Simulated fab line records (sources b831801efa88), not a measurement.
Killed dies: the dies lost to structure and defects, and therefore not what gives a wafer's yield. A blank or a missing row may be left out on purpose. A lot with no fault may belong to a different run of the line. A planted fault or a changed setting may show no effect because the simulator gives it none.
Struck lot and sound lot, side by side | flow gf180mcu | 32 out of 602 route steps
Sound: wafers L887.1, L887.2, L887.3. Struck: wafers L885.2, L885.3, L885.6. Last of all comes the cause.
Per side, at each step with rows, come the tool, then ch with its chambers, and then its first start. Under that, the readings that differ: sound wafers | struck wafers | difference of the means | sigmas: that difference in standard deviations of wafers without a fault.
alike: words and numbers the same on both sides, and readings whose means are apart by under 2 such deviations; not compared: readings that were withheld, readings missing a value for some wafer, numbers with overlapping values and no deviation given by the record, and bounds like >300 which may hide the same value.
The two part at a step that has a row with sigmas, a row that says differs or no value, or rows on one side only. Non-overlapping numbers with no deviation appear without sigmas and do not part them. A reading that every wafer of one side lacks parts them only if that side has two wafers or more.

GF_HV_LDD_THK_MEAS_57:
  sound on film-metro-01 at day 16 11:23; struck on film-metro-03 at day 15 21:02
  alike: HV_LDD_CVD_56_THK
GF_HV_LDD_ETCHBACK_58: etches Si3N4 in CH3F/O2, stops on SiO2, time 100 s, target depth 90 nm.
  sound on rie-diel-04 ch 0,1,2, day 16 11:26; struck on rie-diel-03 ch 0,1,3, day 15 21:05
  alike: drypump-motor-current-A, oes-product-au, throttle-valve-pct
  not compared: rf-hours-counter-h
then, 7 steps without rows for these wafers: GF_NSD_DEHYDRATE_00 (time 60 s); GF_NSD_HMDS_01 (prime time 60 s); GF_NSD_COAT_02 (resist thk 1000 nm); GF_NSD_SOFTBAKE_03 (time 60 s); GF_NSD_EXPOSE_04 (exposes mask Nplus, target cd 400 nm); GF_NSD_PEB_05; GF_NSD_DEVELOP_06 (develop time 60 s).
GF_NSD_CD_MEAS_07: target cd 400 nm.
  sound on cd-sem-02 at day 17 10:06; struck on cd-sem-01 at day 16 18:52
  alike: cd-nm
GF_NSD_OVL_MEAS_08:
  sound on overlay-02 at day 17 10:13; struck on overlay-02 at day 16 18:58
  alike: NSD_OVL
next, for these wafers, 1 step has no rows: GF_NSD_IMPLANT_09.
GF_NSD_IMPLANT_10:
  sound on implanter-04 ch 0, day 17 10:24; struck on implanter-03 ch 0, day 16 19:11
  reading            | sound                     | struck                       | difference | sigmas
  dose-ions-cm2      | 4.999e+14 4.998e+14 5e+14 | 5.889e+14 5.89e+14 5.896e+14 | +8.927e+13 | +99 or more
  faraday-current-uA | 2804 2836 2752            | 3129 3237 3223               | +399       | +7
  alike: tilt-deg
GF_NSD_STRIP_11: strips in O2/N2.
  sound on plasma-asher-04 ch 0,1, day 17 10:33; struck on plasma-asher-03 ch 0,1, day 16 19:18
  alike: drypump-motor-current-A, heater-power-w, n2-flow-sccm, oes-product-au, strip-time-to-endpoint-s
  not compared: rf-hours-counter-h
GF_NSD_TW_MEAS_12:
  sound on film-metro-02 at day 17 10:39; struck on film-metro-03 at day 16 19:25
  alike: NSD_TW
then, 7 steps without rows for these wafers: GF_PSD_DEHYDRATE_00 (time 60 s); GF_PSD_HMDS_01 (prime time 60 s); GF_PSD_COAT_02 (resist thk 1000 nm); GF_PSD_SOFTBAKE_03 (time 60 s); GF_PSD_EXPOSE_04 (exposes mask Pplus, target cd 400 nm); GF_PSD_PEB_05; GF_PSD_DEVELOP_06 (develop time 60 s).
GF_PSD_CD_MEAS_07: target cd 400 nm.
  sound on cd-sem-02 at day 18 10:31; struck on cd-sem-01 at day 17 18:44
  alike: cd-nm
GF_PSD_OVL_MEAS_08:
  sound on overlay-02 at day 18 10:38; struck on overlay-01 at day 17 18:51
  alike: PSD_OVL
next, for these wafers, 1 step has no rows: GF_PSD_IMPLANT_09.
GF_PSD_STRIP_10: strips in O2/N2.
  sound on plasma-asher-04 ch 0,1, day 18 10:50; struck on plasma-asher-04 ch 0,1, day 17 19:02
  alike: drypump-motor-current-A, heater-power-w, n2-flow-sccm, oes-product-au, strip-time-to-endpoint-s
  not compared: rf-hours-counter-h
GF_PSD_TW_MEAS_11:
  sound on film-metro-02 at day 18 10:56; struck on film-metro-02 at day 17 19:08
  alike: PSD_TW
then, 1 step without rows for these wafers: GF_PSD_CLEAN_12 (cleans in SC1/SC2, time 150 s).
GF_PSD_RTA_13: time 20 s.
  sound on rtp-anneal-02 ch 0, day 18 11:02; struck on rtp-anneal-02 ch 0, day 17 19:15
  alike: lamp-power-pct, wafer_temp_C_max
GF_PSD_RS_MEAS_14: uses a four-point probe to measure.
  sound on film-metro-03 at day 18 11:07; struck on film-metro-03 at day 17 19:44
  reading         | sound             | struck            | difference | sigmas
  NSD_RS (ohm/sq) | 46.30 46.41 46.31 | 45.27 45.29 45.22 | -1.08      | -13
  not compared: hold
GF_PSD_RS_MEAS_15: uses a four-point probe to measure.
  sound on film-metro-03 at day 18 11:14; struck on film-metro-03 at day 17 20:56
  reading | sound | struck                                                                     | difference                   | sigmas
  hold    | - - - | await-dispo/1.1h/release await-dispo/1.1h/release await-dispo/1.1h/release | no value on the sound wafers |
  alike: PSD_RS
GF_PASSIVATION_PROBE_99:
  the record holds rows for the sound wafers here (prober-01, day 32 12:14) but none for the struck ones

## WHERE THEY PART
Earliest at GF_NSD_IMPLANT_10; latest, in this record, at GF_PASSIVATION_PROBE_99.

WHY: what had been put in by the simulator
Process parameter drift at GF_NSD_IMPLANT_10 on implanter-03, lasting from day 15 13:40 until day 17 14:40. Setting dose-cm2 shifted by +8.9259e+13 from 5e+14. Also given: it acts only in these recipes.
